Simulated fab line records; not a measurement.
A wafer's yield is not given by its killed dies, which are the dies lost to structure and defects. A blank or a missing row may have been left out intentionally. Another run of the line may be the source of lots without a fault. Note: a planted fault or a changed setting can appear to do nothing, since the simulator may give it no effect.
Matching of chambers | flow gf180mcu | GF_POLY_GATE_ETCH_12 on rieDiel-02 has 4 sister chambers
The step etches BARC in N2/H2. 14 wafers are shown with their chamber, then 7 later ones without.

## WAFERS PAIRED WITH THEIR CHAMBERS
wafer  | chamber | drypumpMotorCurrentA (A) | throttleValvePct (%) | oesProductAu (a.u.)
L650.1 | 1       | 5.7                      | 13.211               | 0.733
L650.2 | 2       | 5.1                      | 13.216               | 0.733
L650.4 | 0       | 5.3                      | 13.226               | 0.738
L659.1 | 1       | 5.7                      | 13.218               | 0.738
L659.2 | 0       | 5.3                      | 13.211               | 0.730
L659.6 | 2       | 5.1                      | 13.224               | 0.737
L661.1 | 0       | 5.3                      | 13.213               | 0.739
L661.2 | 3       | 5.3                      | 13.206               | 0.731
L661.6 | 0       | 5.3                      | 13.226               | 0.737
L662.4 | 3       | 5.4                      | 13.220               | 0.733
L662.5 | 0       | 5.3                      | 13.219               | 0.737
L662.6 | 1       | 5.7                      | 13.208               | 0.738
L663.3 | 2       | 5.1                      | 13.209               | 0.736
L663.5 | 3       | 5.4                      | 13.222               | 0.739

SIGNATURES (means of the wafers above)
reading              | chamber 0 | chamber 1 | chamber 2 | chamber 3 | scatter within a chamber
drypumpMotorCurrentA | 5.300     | 5.700     | 5.100     | 5.367     | 0.0258
throttleValvePct     | 13.21900  | 13.21233  | 13.21633  | 13.21600  | 0.00718
oesProductAu         | 0.73620   | 0.73633   | 0.73533   | 0.73433   | 0.00333
Rule: for a wafer and a chamber, the distance is found by dividing, reading by reading, the gap between the wafer's reading and the chamber's mean by the reading's scatter, squaring, summing and taking the root. The wafer belongs to the nearest chamber; if the next one is less than 2 further off, it can't be placed. The scatter is the square root of a quotient: the sum, over the shown wafers, of each reading's squared deviation from its chamber's mean, divided by wafers minus chambers.

## WAFERS WHOSE CHAMBER IS MISSING
wafer  | drypumpMotorCurrentA (A) | throttleValvePct (%) | oesProductAu (a.u.)
L663.6 | 5.1                      | 13.212               | 0.740
L665.1 | 5.7                      | 13.217               | 0.737
L665.5 | 5.7                      | 13.205               | 0.737
L665.6 | 5.3                      | 13.213               | 0.731
L666.1 | 5.1                      | 13.218               | 0.730
L666.3 | 5.7                      | 13.199               | 0.747
L666.4 | 5.4                      | 13.224               | 0.732

## THE CHAMBER EACH PASSED THROUGH
wafer  | from the rows above     | in truth
L663.6 | 2                       | 2
L665.1 | 1                       | 1
L665.5 | 1                       | 1
L665.6 | can't be placed: 0 or 3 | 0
L666.1 | 2                       | 2
L666.3 | 1                       | 1
L666.4 | 3                       | 3
6 of 7 placed correctly. From these rows, 1 cannot be placed; in 1 the true chamber is one of the candidates. Placed wrongly: 0.
